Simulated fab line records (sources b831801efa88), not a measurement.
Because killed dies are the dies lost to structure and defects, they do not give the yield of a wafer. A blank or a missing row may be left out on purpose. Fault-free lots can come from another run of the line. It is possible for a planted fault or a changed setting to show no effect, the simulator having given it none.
Comparing a struck lot with a sound one ; flow sky130 ; 19 steps out of a route of 708
Sound: wafers L801.1, L801.2, L801.3. The struck wafers were L813.2, L813.4, L813.5. The cause is named last.
Per side, at each step with rows, come the tool, then ch with its chambers, and then its first start. Under that, the readings that differ: sound wafers ; struck wafers ; difference of the means ; sigmas: that difference in standard deviations of wafers without a fault.
alike: words and numbers the same on both sides, and readings whose means are apart by under 2 such deviations; not compared: readings that were withheld, readings missing a value for some wafer, numbers with overlapping values and no deviation given by the record, and bounds like >300 which may hide the same value.
The two part at a step that has a row with sigmas, a row that says differs or no value, or rows on one side only. Numbers that don't overlap but have no deviation are shown without sigmas and don't part them. A reading that every wafer of one side lacks parts them only if that side has two wafers or more.

first, 1 step without rows for these wafers: SKY_FIELD_ISO_ANNEAL_26 (time 1800 s).
SKY_FIELD_ISO_CMP_27: polishes, stops on Si3N4, t overpolish 16 s, target thk 457.8 nm.
  sound on cmp-01 ch 0,1,3, day 3 06:38; struck on cmp-02 ch 1,2,3, day 6 00:37
  alike: edge zone pressure frac, motor current A, overpolish run s, slurry flow ml min, time to endpoint s
then, 5 steps without rows for these wafers: SKY_FIELD_ISO_WET_ETCH_28 (etches SiO2 in dHF, target depth 23.7 nm, time 47 s); SKY_FIELD_ISO_WET_ETCH_29 (etches Si3N4 in H3PO4, target depth 160 nm, time 1825 s); SKY_FIELD_ISO_WET_ETCH_30 (etches SiO2 in dHF, target depth 25 nm, time 50 s); SKY_NWELL_CLEAN_00 (cleans in SC1/SC2, time 150 s); SKY_NWELL_OXIDATION_01 (stabilise 600 s, purge 300 s, target thk 10 nm).
SKY_NWELL_THK_MEAS_02:
  sound on film metro-04, day 3 08:56; struck on film metro-02, day 6 05:25
  alike: NWELL_OXIDATION_THK
then, 4 steps without rows for these wafers: SKY_DNWELL_DEHYDRATE_00 (time 60 s); SKY_DNWELL_HMDS_01 (prime time 60 s); SKY_DNWELL_COAT_02 (resist thk 3000 nm); SKY_DNWELL_SOFTBAKE_03.
SKY_DNWELL_EXPOSE_04: exposes mask DNM, target cd 3000 nm.
  sound on iline stepper-02 ch 0, day 3 17:04; struck on iline stepper-02, day 6 15:13
  no value came back on the struck wafers for exposure dose mJ cm2, focus offset nm (nm), stage vel mm s (mm/s); on the sound wafers exposure dose mJ cm2 reads 222.24 222.16 222.15
  alike: mask
then, 3 steps without rows for these wafers: SKY_DNWELL_PEB_05; SKY_DNWELL_DEVELOP_06 (develop time 60 s); SKY_DNWELL_IMPLANT_07.
SKY_DNWELL_STRIP_08: strips in O2/N2.
  sound on plasma asher-01 ch 0,1, day 4 01:57; struck on plasma asher-01 ch 0,1, day 7 00:42
  alike: drypump motor current A, oes product au, strip time to endpoint s
  not compared: rf hours counter h
SKY_DNWELL_TW_MEAS_09:
  sound on film metro-01, day 4 02:03; struck on film metro-02, day 7 00:49
reading;sound;struck;difference;sigmas
DNWELL_TW;1107 1103 1094;30 30 30;-1071;-99 or more
then, 1 step without rows for these wafers: SKY_PWDE_DEHYDRATE_00 (time 60 s).

WHERE THEY PART
Earliest at SKY_DNWELL_EXPOSE_04; latest, in this record, at SKY_DNWELL_TW_MEAS_09.

WHY: what the simulator had put in
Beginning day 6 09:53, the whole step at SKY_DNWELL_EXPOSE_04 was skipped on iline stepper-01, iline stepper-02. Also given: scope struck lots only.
